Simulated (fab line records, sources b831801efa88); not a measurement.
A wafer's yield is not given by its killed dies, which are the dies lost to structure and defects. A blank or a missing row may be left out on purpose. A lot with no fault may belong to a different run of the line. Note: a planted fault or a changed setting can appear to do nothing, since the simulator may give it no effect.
The tool behind it: which one? / flow sky130 / Sampling: 10 lots, 30 wafers, 2 of 708 route steps

WHAT EACH GAUGE READ, for each wafer
SKY_FIELD_ISO_THK_MEAS_25.
lot=L462; measured=day 2 10:51; on=film metro-02; FIELD_ISO_CVD_24_THK (nm)=585 583 587
lot=L463; measured=day 2 12:08; on=film metro-04; FIELD_ISO_CVD_24_THK (nm)=600 599 591
lot=L464; measured=day 2 17:48; on=film metro-04; FIELD_ISO_CVD_24_THK (nm)=600 591 600
lot=L465; measured=day 2 21:46; on=film metro-04; FIELD_ISO_CVD_24_THK (nm)=594 593 596
lot=L466; measured=day 3 05:26; on=film metro-03; FIELD_ISO_CVD_24_THK (nm)=601 609 606
lot=L467; measured=day 3 10:50; on=film metro-02; FIELD_ISO_CVD_24_THK (nm)=591 593 601
lot=L474; measured=day 4 22:09; on=film metro-04; FIELD_ISO_CVD_24_THK (nm)=578 591 594
lot=L475; measured=day 5 03:28; on=film metro-04; FIELD_ISO_CVD_24_THK (nm)=294 591 592
lot=L476; measured=day 5 09:54; on=film metro-04; FIELD_ISO_CVD_24_THK (nm)=289 600 585
lot=L485; measured=day 7 09:48; on=film metro-02; FIELD_ISO_CVD_24_THK (nm)=583 594 592

WHICH TOOL RAN EACH LOT (tool, then ch and the chambers of the sampled wafers, then the start)
lot=L462; SKY_FIELD_ISO_CVD_24=hdpcvd-02 ch 0,2, day 2 10:46
lot=L463; SKY_FIELD_ISO_CVD_24=hdpcvd-01 ch 0,1,2, day 2 12:03
lot=L464; SKY_FIELD_ISO_CVD_24=hdpcvd-01 ch 1,2, day 2 17:44
lot=L465; SKY_FIELD_ISO_CVD_24=hdpcvd-02 ch 0,1,2, day 2 21:41
lot=L466; SKY_FIELD_ISO_CVD_24=hdpcvd-01 ch 1,2, day 3 05:22
lot=L467; SKY_FIELD_ISO_CVD_24=hdpcvd-02 ch 0,1,2, day 3 10:44
lot=L474; SKY_FIELD_ISO_CVD_24=hdpcvd-02 ch 0,1, day 4 22:04
lot=L475; SKY_FIELD_ISO_CVD_24=hdpcvd-02 ch 0,1,2, day 5 03:23
lot=L476; SKY_FIELD_ISO_CVD_24=hdpcvd-02 ch 1,2, day 5 09:49
lot=L485; SKY_FIELD_ISO_CVD_24=hdpcvd-01 ch 0,1,2, day 7 09:44
- SKY_FIELD_ISO_CVD_24: deposits SiO2, target thk 595 nm, time 99.2 s.

THE ANSWER, worked out from the rows above alone
Rule: the lots themselves supply what counts as usual. Put in order of their means at a reading, lots are off if they are a third of the lots or fewer, leave a main group of 4 or more, and stand apart from it by a gap of 3 or more times the standard deviation of the main group's means; of several such gaps the widest counts. The tables above print the reading to a certain number of digits; a main group whose means all agree to those digits is not used. Also off: a lot with no number at a reading for which 4 or more lots have one. Any other lot the step has rows for is counted as sound.
Off: at SKY_FIELD_ISO_THK_MEAS_25 (FIELD_ISO_CVD_24_THK), L475, L476. Mean 594 nm and standard deviation 6 in the main group.
A tool fits if, at a process step before that reading, it ran every lot that is off, and no sound lot after the first of them. The gauges at SKY_FIELD_ISO_THK_MEAS_25 are tried like those tools. This does not decide it: 2 tools fit, namely hdpcvd-02 at SKY_FIELD_ISO_CVD_24 and film metro-04 at SKY_FIELD_ISO_THK_MEAS_25.

WHAT THE SIMULATOR HAD PUT IN
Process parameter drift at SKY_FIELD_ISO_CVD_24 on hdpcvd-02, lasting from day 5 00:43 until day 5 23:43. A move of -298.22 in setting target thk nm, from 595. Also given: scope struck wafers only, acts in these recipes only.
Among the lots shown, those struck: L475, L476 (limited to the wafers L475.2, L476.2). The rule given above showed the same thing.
